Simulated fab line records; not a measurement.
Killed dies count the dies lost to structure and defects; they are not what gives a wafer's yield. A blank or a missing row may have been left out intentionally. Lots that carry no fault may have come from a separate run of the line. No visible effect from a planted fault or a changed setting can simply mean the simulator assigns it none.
The tool behind it: which one? | flow sky130 | 14 lots with 42 wafers sampled at 6 steps, on a route of 708 steps

## WHAT THE GAUGES READ, wafer by wafer
SKY_LDD_N_TW_MEAS_17.
lot  | measured     | on            | LDD_N_TW
L542 | day 17 20:56 | film metro-01 | 2575 2584 2593
L543 | day 18 05:53 | film metro-04 | 2618 2611 2615
L544 | day 18 18:23 | film metro-02 | 2537 2532 2541
L545 | day 19 00:06 | film metro-01 | 2576 2590 2592
L546 | day 19 06:52 | film metro-02 | 2549 2532 2544
L548 | day 20 10:11 | film metro-04 | 2621 2616 2624
L550 | day 21 01:27 | film metro-04 | 2614 2597 2609
L552 | day 21 12:14 | film metro-02 | 2557 2553 2553
L554 | day 22 07:50 | film metro-02 | 2527 2539 2530
L557 | day 23 17:55 | film metro-01 | 2588 2586 2585
L559 | day 24 04:53 | film metro-04 | 2617 2616 2608
L561 | day 24 19:31 | film metro-04 | 2604 2617 2628
L562 | day 25 01:59 | film metro-04 | 2602 2608 2606
L564 | day 26 07:46 | film metro-04 | 2608 2611 2601

SKY_SD_N_RS_MEAS_16: the measuring method here is four-point-probe.
lot  | measured     | on            | SD_N_RS (ohm/sq)
L542 | day 28 00:26 | film metro-02 | 68.46 68.59 68.52
L543 | day 28 09:38 | film metro-01 | 68.24 68.34 68.35
L544 | day 28 23:28 | film metro-01 | 68.46 68.59 68.73
L545 | day 29 06:45 | film metro-02 | 68.50 68.53 68.40
L546 | day 29 09:13 | film metro-02 | 68.49 68.28 68.56
L548 | day 30 10:16 | film metro-02 | 68.25 68.43 68.43
L550 | day 31 00:41 | film metro-02 | 68.42 68.49 68.44
L552 | day 31 11:58 | film metro-02 | 72.47 72.53 72.51
L554 | day 32 03:36 | film metro-03 | 72.49 72.38 72.48
L557 | day 33 10:43 | film metro-01 | 68.61 68.50 68.39
L559 | day 33 19:59 | film metro-03 | 68.49 68.38 68.63
L561 | day 34 08:49 | film metro-02 | 68.49 68.69 68.33
L562 | day 34 15:40 | film metro-03 | 68.43 68.41 68.36
L564 | day 35 17:12 | film metro-02 | 68.39 68.43 68.53

SKY_SD_N_RS_MEAS_17: the measuring method here is four-point-probe.
lot  | measured     | on            | SD_P_RS (ohm/sq)
L542 | day 28 00:33 | film metro-02 | 146.7 146.7 146.7
L543 | day 28 09:45 | film metro-01 | 146.9 147.0 146.8
L544 | day 28 23:35 | film metro-01 | 147.5 147.3 147.1
L545 | day 29 06:52 | film metro-02 | 147.2 146.9 146.8
L546 | day 29 09:20 | film metro-02 | 147.0 147.1 147.0
L548 | day 30 10:23 | film metro-02 | 146.8 146.5 146.4
L550 | day 31 00:49 | film metro-02 | 147.3 147.1 146.9
L552 | day 31 12:05 | film metro-02 | 170.6 170.9 170.3
L554 | day 32 03:43 | film metro-03 | 170.7 170.2 170.7
L557 | day 33 10:50 | film metro-01 | 147.6 146.8 146.8
L559 | day 33 20:07 | film metro-03 | 146.9 146.8 147.3
L561 | day 34 08:56 | film metro-02 | 147.0 147.6 147.0
L562 | day 34 15:47 | film metro-03 | 147.0 146.6 146.9
L564 | day 35 17:19 | film metro-02 | 146.9 146.6 146.4

SKY_LOCAL_INTERCONNECT_OVL_MEAS_12.
lot  | measured     | on         | LOCAL_INTERCONNECT_OVL (nm)
L542 | day 30 11:33 | overlay-02 | 0 -1 10
L543 | day 30 20:22 | overlay-01 | -6 6 1
L544 | day 31 08:24 | overlay-02 | 6 -1 7
L545 | day 31 16:43 | overlay-02 | 5 -2 5
L546 | day 31 19:25 | overlay-02 | -5 -4 3
L548 | day 32 19:07 | overlay-01 | 10 -6 -2
L550 | day 33 08:35 | overlay-01 | -6 0 -12
L552 | day 33 20:00 | overlay-02 | -6 -10 -8
L554 | day 34 11:46 | overlay-02 | 6 14 1
L557 | day 35 18:49 | overlay-02 | 0 -1 -3
L559 | day 36 03:45 | overlay-02 | 3 11 9
L561 | day 36 17:04 | overlay-02 | 9 5 -2
L562 | day 36 22:28 | overlay-02 | -4 -5 -4
L564 | day 38 00:15 | overlay-02 | -1 5 -2

## WHICH TOOL RAN EACH LOT (tool, then ch and the chambers of the sampled wafers, then the start)
lot  | SKY_SD_N_RTA_14                  | SKY_LI_CONTACT_SPUTTER_19
L542 | rtp anneal-01 ch 0, day 28 00:16 | pvd sputter-01, day 29 06:31
L543 | rtp anneal-02 ch 0, day 28 09:28 | pvd sputter-04, day 29 15:10
L544 | rtp anneal-01 ch 0, day 28 23:17 | pvd sputter-01, day 30 04:34
L545 | rtp anneal-02 ch 0, day 29 06:34 | pvd sputter-04, day 30 12:06
L546 | rtp anneal-01 ch 0, day 29 09:02 | pvd sputter-02, day 30 15:04
L548 | rtp anneal-01 ch 0, day 30 10:05 | pvd sputter-02, day 31 15:46
L550 | rtp anneal-01 ch 0, day 31 00:29 | pvd sputter-02, day 32 05:26
L552 | rtp anneal-01 ch 0, day 31 11:48 | pvd sputter-04, day 32 16:01
L554 | rtp anneal-01 ch 0, day 32 03:25 | pvd sputter-01, day 33 08:31
L557 | rtp anneal-02 ch 0, day 33 10:29 | pvd sputter-04, day 34 14:28
L559 | rtp anneal-02 ch 0, day 33 19:49 | pvd sputter-02, day 35 00:26
L561 | rtp anneal-02 ch 0, day 34 08:37 | pvd sputter-04, day 35 13:32
L562 | rtp anneal-01 ch 0, day 34 15:30 | pvd sputter-01, day 35 19:47
L564 | rtp anneal-01 ch 0, day 35 17:01 | pvd sputter-02, day 36 20:59
- SKY_SD_N_RTA_14: time 2 s.
- SKY_LI_CONTACT_SPUTTER_19: material Ti, target thk 20 nm, time 106.37 s.

## WHAT THE TOOLS THEMSELVES READ (means of the sampled wafers that have a number; where no wafer has one, the mark that the record gives instead)
SKY_SD_N_RTA_14.
lot  | tool          | lamp power pct (%) | wafer_temp_C_max
L542 | rtp anneal-01 | 15.78              | 1078.8
L543 | rtp anneal-02 | 15.83              | 1077.6
L544 | rtp anneal-01 | 15.76              | 1077.4
L545 | rtp anneal-02 | 15.71              | 1077.8
L546 | rtp anneal-01 | 15.71              | 1077.8
L548 | rtp anneal-01 | 15.67              | 1078.6
L550 | rtp anneal-01 | 15.74              | 1077.7
L552 | rtp anneal-01 | 15.04              | 1052.2
L554 | rtp anneal-01 | 15.03              | 1052.3
L557 | rtp anneal-02 | 15.76              | 1078.0
L559 | rtp anneal-02 | 15.75              | 1079.7
L561 | rtp anneal-02 | 15.72              | 1079.0
L562 | rtp anneal-01 | 15.75              | 1079.4
L564 | rtp anneal-01 | 15.70              | 1078.0

SKY_LI_CONTACT_SPUTTER_19.
lot  | tool           | throttle valve pct (%)
L542 | pvd sputter-01 | 27.5
L543 | pvd sputter-04 | 30.0
L544 | pvd sputter-01 | 28.3
L545 | pvd sputter-04 | 30.2
L546 | pvd sputter-02 | 30.4
L548 | pvd sputter-02 | 30.8
L550 | pvd sputter-02 | 31.1
L552 | pvd sputter-04 | 30.1
L554 | pvd sputter-01 | 28.5
L557 | pvd sputter-04 | 30.4
L559 | pvd sputter-02 | 30.7
L561 | pvd sputter-04 | 29.9
L562 | pvd sputter-01 | 28.6
L564 | pvd sputter-02 | 30.8

## THE ANSWER, worked out from the rows above alone
Rule: what is usual is taken from the lots themselves. The widest of any qualifying gaps counts: lots, ordered by their means at a reading, are off when they make up no more than a third of the lots, leave a main group of 4 or more, and stand apart from it by 3 or more times the standard deviation of that group's means. If all means in a main group match to the digits the tables above print for the reading, that group is not used. A lot without any number at a reading at which 4 lots or more have one is off too. All remaining lots with rows at the step are treated as sound. The gauges are gone through in route order, then the tools' own readings, and for those a lot's mean is taken as printed above. At the first step where some lot is off, the reading lying furthest off is the one used; lots without a number count as furthest.
Off: L552, L554, at SKY_SD_N_RS_MEAS_16 (SD_N_RS). The main group has a mean of 68.46 ohm/sq with a standard deviation of 0.072.
A tool fits if, at a process step before that reading, it ran every lot that is off, and no sound lot after the first of them. Not tried: the gauges at SKY_SD_N_RS_MEAS_16; whatever is off there is also off at SKY_SD_N_RTA_14, on other tools, and gauge error can't account for it. No candidate that was tried fits.

## WHAT WAS PUT IN BY THE SIMULATOR
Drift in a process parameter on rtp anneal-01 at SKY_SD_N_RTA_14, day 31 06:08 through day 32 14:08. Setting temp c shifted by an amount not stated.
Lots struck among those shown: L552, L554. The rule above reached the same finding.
